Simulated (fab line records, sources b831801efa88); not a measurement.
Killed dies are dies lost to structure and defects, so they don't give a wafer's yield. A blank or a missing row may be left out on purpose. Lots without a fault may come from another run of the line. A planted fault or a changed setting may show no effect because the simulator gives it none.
Which tool did it? | flow sky130 | 14 lots, 42 wafers sampled, at 2 steps of a route of 708

WHAT THE GAUGES READ, wafer by wafer
The record holds no reading of a measuring or inspecting step that can be judged against a usual standard deviation.

WHICH TOOL RAN EACH LOT (tool, then ch and the chambers of the sampled wafers, then the start)
lot  | SKY_GATE_OXIDE_IMPLANT_11       | SKY_PAD_OPEN_PROBE_99
L377 | implanter-04 ch 0, day 13 16:36 | prober-02, day 45 19:07
L378 | implanter-03 ch 0, day 14 06:38 | -
L379 | implanter-04 ch 0, day 14 17:30 | -
L380 | implanter-04 ch 0, day 14 19:08 | -
L381 | implanter-02 ch 0, day 15 20:31 | -
L384 | implanter-04 ch 0, day 17 00:58 | -
L383 | implanter-03 ch 0, day 17 01:21 | prober-02, day 48 00:28
L387 | implanter-03 ch 0, day 18 00:41 | prober-01, day 48 19:04
L392 | implanter-04 ch 0, day 19 04:09 | -
L393 | implanter-03 ch 0, day 19 09:09 | prober-02, day 49 12:17
L394 | implanter-02 ch 0, day 19 17:48 | prober-01, day 49 14:20
L395 | implanter-03 ch 0, day 20 04:40 | prober-02, day 50 00:29
L397 | implanter-04 ch 0, day 21 03:22 | -
L398 | implanter-02 ch 0, day 21 10:40 | -
- SKY_GATE_OXIDE_IMPLANT_11
- SKY_PAD_OPEN_PROBE_99

WHAT THE TOOLS THEMSELVES READ (means of the sampled wafers that have a number; where no wafer has one, the mark that the record gives instead)
SKY_GATE_OXIDE_IMPLANT_11.
lot  | tool         | beam_energy_keV | end_station_pressure_torr (Torr)
L377 | implanter-04 | 9.997           | 5.06e-06
L378 | implanter-03 | 9.999           | 4.99e-06
L379 | implanter-04 | 9.999           | 4.92e-06
L380 | implanter-04 | 9.997           | 5.10e-06
L381 | implanter-02 | 10.001          | 4.96e-06
L384 | implanter-04 | 9.997           | 4.96e-06
L383 | implanter-03 | 9.999           | 5.03e-06
L387 | implanter-03 | 10.001          | 5.03e-06
L392 | implanter-04 | 9.999           | 5.07e-06
L393 | implanter-03 | 9.137           | 5.08e-06
L394 | implanter-02 | 9.998           | 5.22e-06
L395 | implanter-03 | 9.138           | 4.86e-06
L397 | implanter-04 | 10.003          | 4.92e-06
L398 | implanter-02 | 10.002          | 5.09e-06

SKY_PAD_OPEN_PROBE_99.
lot  | tool      | killed_at_M0_to_M3 | killed_at_M4_up | killed_at_contacts | killed_at_front_end | killed_at_other | killed_dies | killed_open | killed_short
L377 | prober-02 | 37                 | 4.3             | 30                 | 17                  | 0.0             | 88          | 51          | 37
L383 | prober-02 | 46                 | 3.3             | 21                 | 10                  | 0.3             | 80          | 47          | 33
L387 | prober-01 | 39                 | 3.7             | 22                 | 14                  | 0.7             | 79          | 46          | 34
L393 | prober-02 | 42                 | 1.3             | 19                 | 14                  | 0.0             | 77          | 40          | 37
L394 | prober-01 | 46                 | 2.7             | 17                 | 18                  | 0.7             | 85          | 51          | 34
L395 | prober-02 | 50                 | 3.0             | 26                 | 21                  | 0.0             | 99          | 51          | 49

THE ANSWER, worked out from the rows above alone
Rule: what is usual is taken from the lots themselves. Put in order of their means at a reading, lots are off if they are a third of the lots or fewer, leave a main group of 4 or more, and stand apart from it by a gap of 3 or more times the standard deviation of the main group's means; of several such gaps the widest counts. A main group whose means are all the same, to the digits that the tables above print for the reading, isn't used. A lot without any number at a reading at which 4 lots or more have one is off too. The other lots that the step has rows for count as sound. The gauges are gone through in route order, then the tools' own readings, and for those a lot's mean is taken as printed above. The first step at which some lot is off is used, and at that step the reading that is off furthest; a lot without a number counts as furthest.
Off: L393, L395, at SKY_GATE_OXIDE_IMPLANT_11 (beam_energy_keV). The main group: mean 9.999, standard deviation 0.0019.
A tool fits if, at that step or a process step before it, it ran every lot that is off, and no sound lot after the first of them. One fits: implanter-03 at SKY_GATE_OXIDE_IMPLANT_11. Its last sound lot is L387 (day 18 00:41), its first lot that is off L393 (day 19 09:09): a fault that began between those two fits.
The tool's own readings at SKY_GATE_OXIDE_IMPLANT_11 bear it out: on the lots that are off they differ by more than 5 times the standard deviation of the sound lots' means. beam_energy_keV reads 9.137 there against 9.999 on the sound lots.

WHAT THE SIMULATOR HAD PUT IN
Process parameter drift: implanter-03, from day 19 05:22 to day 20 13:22, at SKY_GATE_OXIDE_IMPLANT_11. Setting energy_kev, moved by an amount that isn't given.
Lots struck among those shown: L393, L395. The rule above found the same.
